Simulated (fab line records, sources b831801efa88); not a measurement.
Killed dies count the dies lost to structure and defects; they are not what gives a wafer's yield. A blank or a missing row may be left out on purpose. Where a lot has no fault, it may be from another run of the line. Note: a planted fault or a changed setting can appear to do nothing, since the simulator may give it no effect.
Which tool did it? + flow sky130 + 24 lots with 72 wafers sampled at 5 steps, on a route of 708 steps

== WHAT THE GAUGES READ, wafer by wafer ==
SKY_METAL1_OVL_MEAS_16. Usual: METAL1_OVL typically reads -1 nm, with standard deviation 6.
| lot  | measured     | on         | METAL1_OVL (nm) | flag |
|------|--------------|------------|-----------------|------|
| L074 | day 32 18:00 | overlay-01 | 1 1 -7          |      |
| L075 | day 33 01:54 | overlay-01 | 0 -3 -4         |      |
| L076 | day 33 02:11 | overlay-02 | -8 -7 -2        |      |
| L077 | day 33 16:50 | overlay-02 | -6 1 -9         |      |
| L080 | day 35 01:29 | overlay-02 | -2 -1 1         |      |
| L079 | day 35 05:07 | overlay-01 | -9 5 -2         |      |
| L078 | day 35 06:23 | overlay-01 | 3 -3 -1         |      |
| L081 | day 35 11:03 | overlay-01 | -11 -14 -16     |      |
| L083 | day 35 18:03 | overlay-01 | 7 11 0          |      |
| L082 | day 35 18:16 | overlay-01 | -7 -9 -5        |      |
| L084 | day 35 21:30 | overlay-01 | -3 17 -4        |      |
| L085 | day 36 12:48 | overlay-02 | -7 0 1          |      |
| L086 | day 36 19:38 | overlay-01 | -2 1 8          |      |
| L087 | day 37 02:10 | overlay-02 | 3 1 7           |      |
| L088 | day 37 06:41 | overlay-01 | -7 2 3          |      |
| L089 | day 37 14:19 | overlay-01 | -2 8 -3         |      |
| L090 | day 37 20:54 | overlay-02 | -6 1 5          |      |
| L091 | day 38 04:32 | overlay-01 | 8 0 0           |      |
| L092 | day 38 13:40 | overlay-01 | -2 5 0          |      |
| L094 | day 39 03:37 | overlay-02 | 2 -13 -11       |      |
| L093 | day 39 03:58 | overlay-01 | 2 1 0           |      |
| L095 | day 39 21:38 | overlay-01 | 6 6 -1          |      |
| L096 | day 39 22:53 | overlay-01 | 10 -2 7         |      |
| L097 | day 39 23:07 | overlay-01 | -6 -5 5         |      |

SKY_METAL2_RS_MEAS_05: measurement is done with a four-point probe. Usual: METAL2_ALCU_RS typically reads 0.1261 ohm/sq, with standard deviation 0.0017.
| lot  | measured     | on            | METAL2_ALCU_RS (ohm/sq) | flag |
|------|--------------|---------------|-------------------------|------|
| L074 | day 33 23:08 | film_metro-01 | 0.1272 0.1269 0.1267    |      |
| L075 | day 34 07:13 | film_metro-04 | 0.1263 0.1268 0.1268    |      |
| L076 | day 34 07:34 | film_metro-02 | 0.1267 0.1275 0.1273    |      |
| L077 | day 34 21:37 | film_metro-04 | 0.1243 0.1249 0.1256    |      |
| L080 | day 36 06:40 | film_metro-04 | 0.1268 0.1248 0.1269    |      |
| L079 | day 36 10:34 | film_metro-04 | 0.1258 0.1252 0.1262    |      |
| L078 | day 36 12:03 | film_metro-04 | 0.1256 0.1271 0.1267    |      |
| L081 | day 36 17:05 | film_metro-01 | 0.1271 0.1298 0.1281    |      |
| L083 | day 36 23:13 | film_metro-01 | 0.1244 0.1254 0.1231    |      |
| L082 | day 36 23:33 | film_metro-01 | 0.1228 0.1236 0.1228    |      |
| L084 | day 37 02:56 | film_metro-01 | 0.1255 0.1249 0.1244    |      |
| L085 | day 37 17:07 | film_metro-01 | 0.1258 0.1258 0.1267    |      |
| L086 | day 38 00:36 | film_metro-04 | 0.1261 0.1248 0.1252    |      |
| L087 | day 38 07:07 | film_metro-04 | 0.1245 0.1249 0.1249    |      |
| L088 | day 38 10:14 | film_metro-04 | 0.1287 0.1280 0.1264    |      |
| L089 | day 38 18:16 | film_metro-02 | 0.1219 0.1249 0.1230    |      |
| L090 | day 39 01:22 | film_metro-01 | 0.1275 0.1281 0.1254    |      |
| L091 | day 39 08:00 | film_metro-02 | 0.1255 0.1250 0.1235    |      |
| L092 | day 39 17:23 | film_metro-04 | 0.1254 0.1235 0.1238    |      |
| L094 | day 40 06:28 | film_metro-02 | 0.1276 0.1270 0.1280    |      |
| L093 | day 40 07:26 | film_metro-01 | 0.1277 0.1285 0.1263    |      |
| L095 | day 41 00:28 | film_metro-02 | 0.1264 0.1273 0.1278    |      |
| L096 | day 41 02:07 | film_metro-02 | 0.1277 0.1278 0.1273    |      |
| L097 | day 41 02:23 | film_metro-01 | 0.1262 0.1264 0.1259    |      |

== WHICH TOOL RAN EACH LOT (tool, then ch and the chambers of the sampled wafers, then the start) ==
| lot  | SKY_CONTACT_STRIP_19                 | SKY_METAL1_DESCUM_17              | SKY_VIA1_CVD_21               |
|------|--------------------------------------|-----------------------------------|-------------------------------|
| L074 | plasma_asher-01 ch 0,1, day 31 13:20 | rie_metal-04 ch 0, day 32 18:02   | cvd_w-02 ch 1, day 33 22:25   |
| L075 | plasma_asher-01 ch 0,1, day 31 20:44 | rie_metal-04 ch 0,1, day 33 01:56 | cvd_w-02 ch 0,1, day 34 06:28 |
| L076 | plasma_asher-03 ch 0,1, day 31 21:13 | rie_metal-01 ch 0,1, day 33 02:13 | cvd_w-01 ch 0,1, day 34 06:49 |
| L077 | plasma_asher-01 ch 0,1, day 32 11:53 | rie_metal-02 ch 0,1, day 33 16:52 | cvd_w-02 ch 0,1, day 34 20:53 |
| L080 | plasma_asher-01 ch 0,1, day 33 21:53 | rie_metal-02 ch 1, day 35 01:31   | cvd_w-01 ch 0,1, day 36 05:57 |
| L079 | plasma_asher-04 ch 0,1, day 34 01:17 | rie_metal-04 ch 0, day 35 05:09   | cvd_w-02 ch 0,1, day 36 09:45 |
| L078 | plasma_asher-04 ch 0,1, day 34 01:56 | rie_metal-02 ch 1, day 35 06:25   | cvd_w-02 ch 0,1, day 36 11:20 |
| L081 | plasma_asher-04 ch 0, day 34 07:11   | rie_metal-02 ch 0, day 35 11:05   | cvd_w-01 ch 0, day 36 16:17   |
| L083 | plasma_asher-03 ch 0,1, day 34 13:08 | rie_metal-02 ch 0,1, day 35 18:05 | cvd_w-02 ch 0,1, day 36 22:30 |
| L082 | plasma_asher-04 ch 0,1, day 34 13:47 | rie_metal-01 ch 0,1, day 35 18:17 | cvd_w-01 ch 0,1, day 36 22:50 |
| L084 | plasma_asher-01 ch 0,1, day 34 17:05 | rie_metal-02 ch 0,1, day 35 21:32 | cvd_w-01 ch 0,1, day 37 02:13 |
| L085 | plasma_asher-04 ch 0,1, day 35 08:56 | rie_metal-01 ch 0,1, day 36 12:50 | cvd_w-02 ch 0,1, day 37 16:24 |
| L086 | plasma_asher-03 ch 0,1, day 35 15:45 | rie_metal-04 ch 1, day 36 19:41   | cvd_w-01 ch 0,1, day 37 23:53 |
| L087 | plasma_asher-04 ch 0,1, day 35 22:53 | rie_metal-01 ch 0,1, day 37 02:11 | cvd_w-01 ch 0,1, day 38 06:24 |
| L088 | plasma_asher-03 ch 0,1, day 36 02:49 | rie_metal-02 ch 0,1, day 37 06:43 | cvd_w-01 ch 0,1, day 38 09:31 |
| L089 | plasma_asher-03 ch 0,1, day 36 10:02 | rie_metal-02 ch 0,1, day 37 14:20 | cvd_w-02 ch 0,1, day 38 17:32 |
| L090 | plasma_asher-03 ch 0,1, day 36 17:26 | rie_metal-04 ch 0,1, day 37 20:56 | cvd_w-02 ch 0,1, day 39 00:38 |
| L091 | plasma_asher-03 ch 0,1, day 37 01:23 | rie_metal-02 ch 0, day 38 04:34   | cvd_w-02 ch 1, day 39 07:17   |
| L092 | plasma_asher-03 ch 0,1, day 37 11:07 | rie_metal-02 ch 0,1, day 38 13:41 | cvd_w-02 ch 0,1, day 39 16:38 |
| L094 | plasma_asher-01 ch 0,1, day 38 00:37 | rie_metal-04 ch 0,1, day 39 03:38 | cvd_w-02 ch 0,1, day 40 05:45 |
| L093 | plasma_asher-03 ch 0,1, day 38 00:59 | rie_metal-02 ch 0,1, day 39 04:00 | cvd_w-02 ch 0,1, day 40 06:43 |
| L095 | plasma_asher-03 ch 0,1, day 38 19:36 | rie_metal-02 ch 0,1, day 39 21:40 | cvd_w-02 ch 0,1, day 40 23:44 |
| L096 | plasma_asher-04 ch 0,1, day 38 20:47 | rie_metal-04 ch 0,1, day 39 22:55 | cvd_w-01 ch 0,1, day 41 01:24 |
| L097 | plasma_asher-01 ch 0,1, day 38 21:10 | rie_metal-01 ch 0,1, day 39 23:09 | cvd_w-02 ch 0,1, day 41 01:40 |
- SKY_CONTACT_STRIP_19: strips in O2/N2.
- SKY_METAL1_DESCUM_17: chemistry O2, time 8 s.
- SKY_VIA1_CVD_21: deposits W, target thk 270 nm, time 80.902 s.

== WHAT THE TOOLS THEMSELVES READ (means of the sampled wafers that have a number; where no wafer has one, the mark that the record gives instead) ==
SKY_CONTACT_STRIP_19. Usual: chamber_pressure_mTorr 1500.1 mTorr, standard deviation 1.2; drypump_motor_current_A 5.9 A, standard deviation 0.31; oes_product_au 0.382 a.u., standard deviation 0.0047; strip_time_to_endpoint_s 3.63 s, standard deviation 0.039.
| lot  | tool            | chamber_pressure_mTorr (mTorr) | drypump_motor_current_A (A) | oes_product_au (a.u.) | strip_time_to_endpoint_s (s) | flag |
|------|-----------------|--------------------------------|-----------------------------|-----------------------|------------------------------|------|
| L074 | plasma_asher-01 | 1500.2                         | 6.3                         | 0.381                 | 3.63                         |      |
| L075 | plasma_asher-01 | 1500.8                         | 6.3                         | 0.380                 | 3.60                         |      |
| L076 | plasma_asher-03 | 1499.2                         | 5.9                         | 0.379                 | 3.63                         |      |
| L077 | plasma_asher-01 | 1499.8                         | 6.2                         | 0.381                 | 3.61                         |      |
| L080 | plasma_asher-01 | 1502.1                         | 6.3                         | 0.385                 | 3.66                         |      |
| L079 | plasma_asher-04 | 1498.9                         | 5.5                         | 0.385                 | 3.66                         |      |
| L078 | plasma_asher-04 | 1499.5                         | 5.6                         | 0.382                 | 3.68                         |      |
| L081 | plasma_asher-04 | 1500.0                         | 5.4                         | 0.381                 | 3.60                         |      |
| L083 | plasma_asher-03 | 1499.7                         | 5.9                         | 0.382                 | 3.66                         |      |
| L082 | plasma_asher-04 | 1500.0                         | 5.5                         | 0.385                 | 3.63                         |      |
| L084 | plasma_asher-01 | 1500.2                         | 6.3                         | 0.385                 | 3.64                         |      |
| L085 | plasma_asher-04 | 1500.7                         | 5.5                         | 0.379                 | 3.59                         |      |
| L086 | plasma_asher-03 | 1499.3                         | 5.9                         | 0.384                 | 3.66                         |      |
| L087 | plasma_asher-04 | 1499.4                         | 5.5                         | 0.387                 | 3.68                         |      |
| L088 | plasma_asher-03 | 1499.7                         | 5.9                         | 0.382                 | 3.63                         |      |
| L089 | plasma_asher-03 | 1499.3                         | 5.8                         | 0.381                 | 3.63                         |      |
| L090 | plasma_asher-03 | 1499.9                         | 5.8                         | 0.386                 | 3.68                         |      |
| L091 | plasma_asher-03 | 1500.4                         | 5.9                         | 0.385                 | 3.63                         |      |
| L092 | plasma_asher-03 | 1501.2                         | 5.9                         | 0.385                 | 3.62                         |      |
| L094 | plasma_asher-01 | 1499.6                         | 6.3                         | 0.381                 | 3.65                         |      |
| L093 | plasma_asher-03 | 1500.4                         | 5.9                         | 0.381                 | 3.65                         |      |
| L095 | plasma_asher-03 | 1500.2                         | 5.8                         | 0.385                 | 3.62                         |      |
| L096 | plasma_asher-04 | 1501.4                         | 5.5                         | 0.380                 | 3.61                         |      |
| L097 | plasma_asher-01 | 1500.3                         | 6.3                         | 0.383                 | 3.63                         |      |

SKY_METAL1_DESCUM_17. Usual: chamber_pressure_mTorr 9.999 mTorr, standard deviation 0.0094; drypump_motor_current_A 5.9 A, standard deviation 0.34; oes_product_au 0.995 a.u., standard deviation 0.0078.
| lot  | tool         | chamber_pressure_mTorr (mTorr) | drypump_motor_current_A (A) | oes_product_au (a.u.) | flag |
|------|--------------|--------------------------------|-----------------------------|-----------------------|------|
| L074 | rie_metal-04 | 9.993                          | 5.9                         | 0.990                 |      |
| L075 | rie_metal-04 | 10.006                         | 6.1                         | 0.997                 |      |
| L076 | rie_metal-01 | 10.000                         | 5.7                         | 0.995                 |      |
| L077 | rie_metal-02 | 9.996                          | 5.9                         | 1.004                 |      |
| L080 | rie_metal-02 | 10.001                         | 6.1                         | 0.993                 |      |
| L079 | rie_metal-04 | 10.000                         | 5.9                         | 0.993                 |      |
| L078 | rie_metal-02 | 9.996                          | 6.1                         | 0.991                 |      |
| L081 | rie_metal-02 | 10.000                         | 5.5                         | 1.000                 |      |
| L083 | rie_metal-02 | 10.002                         | 5.7                         | 0.993                 |      |
| L082 | rie_metal-01 | 10.002                         | 5.5                         | 1.001                 |      |
| L084 | rie_metal-02 | 10.000                         | 5.8                         | 0.990                 |      |
| L085 | rie_metal-01 | 9.998                          | 5.7                         | 1.001                 |      |
| L086 | rie_metal-04 | 9.993                          | 6.4                         | 0.992                 |      |
| L087 | rie_metal-01 | 10.004                         | 5.5                         | 0.994                 |      |
| L088 | rie_metal-02 | 10.003                         | 5.7                         | 0.997                 |      |
| L089 | rie_metal-02 | 9.994                          | 5.9                         | 0.997                 |      |
| L090 | rie_metal-04 | 9.996                          | 6.0                         | 1.002                 |      |
| L091 | rie_metal-02 | 10.003                         | 5.5                         | 0.999                 |      |
| L092 | rie_metal-02 | 9.995                          | 5.9                         | 0.986                 |      |
| L094 | rie_metal-04 | 9.999                          | 6.0                         | 0.999                 |      |
| L093 | rie_metal-02 | 9.998                          | 5.9                         | 0.989                 |      |
| L095 | rie_metal-02 | 10.002                         | 6.0                         | 0.983                 |      |
| L096 | rie_metal-04 | 9.997                          | 6.0                         | 1.006                 |      |
| L097 | rie_metal-01 | 9.998                          | 5.7                         | 0.994                 |      |

SKY_VIA1_CVD_21. Usual: heater_power_w at 911 W, with a standard deviation of 90.
| lot  | tool     | heater_power_w (W) | flag |
|------|----------|--------------------|------|
| L074 | cvd_w-02 | 872                |      |
| L075 | cvd_w-02 | 979                |      |
| L076 | cvd_w-01 | 844                |      |
| L077 | cvd_w-02 | 980                |      |
| L080 | cvd_w-01 | 829                |      |
| L079 | cvd_w-02 | 980                |      |
| L078 | cvd_w-02 | 927                |      |
| L081 | cvd_w-01 | 822                |      |
| L083 | cvd_w-02 | 916                |      |
| L082 | cvd_w-01 | 849                |      |
| L084 | cvd_w-01 | 832                |      |
| L085 | cvd_w-02 | 992                |      |
| L086 | cvd_w-01 | 833                |      |
| L087 | cvd_w-01 | 822                |      |
| L088 | cvd_w-01 | 822                |      |
| L089 | cvd_w-02 | 928                |      |
| L090 | cvd_w-02 | 987                |      |
| L091 | cvd_w-02 | 869                |      |
| L092 | cvd_w-02 | 933                |      |
| L094 | cvd_w-02 | 991                |      |
| L093 | cvd_w-02 | 922                |      |
| L095 | cvd_w-02 | 985                |      |
| L096 | cvd_w-01 | 854                |      |
| L097 | cvd_w-02 | 950                |      |

== THE ANSWER, worked out from the rows above alone ==
Rule: take the mean of a lot's wafers that have a number; if it is more than 3 standard deviations from the usual mean, the lot is off. Also off: a lot with no number at a reading for which 4 or more lots have one. The other lots that the step has rows for count as sound. First the gauges in route order, then the tools' own readings, where a lot's mean is used as printed above. At the first step where some lot is off, the reading lying furthest off is the one used; lots without a number count as furthest.
Across all readings shown, no lot is off: no conclusion can be drawn from this.

== WHAT HAD BEEN PUT IN BY THE SIMULATOR ==
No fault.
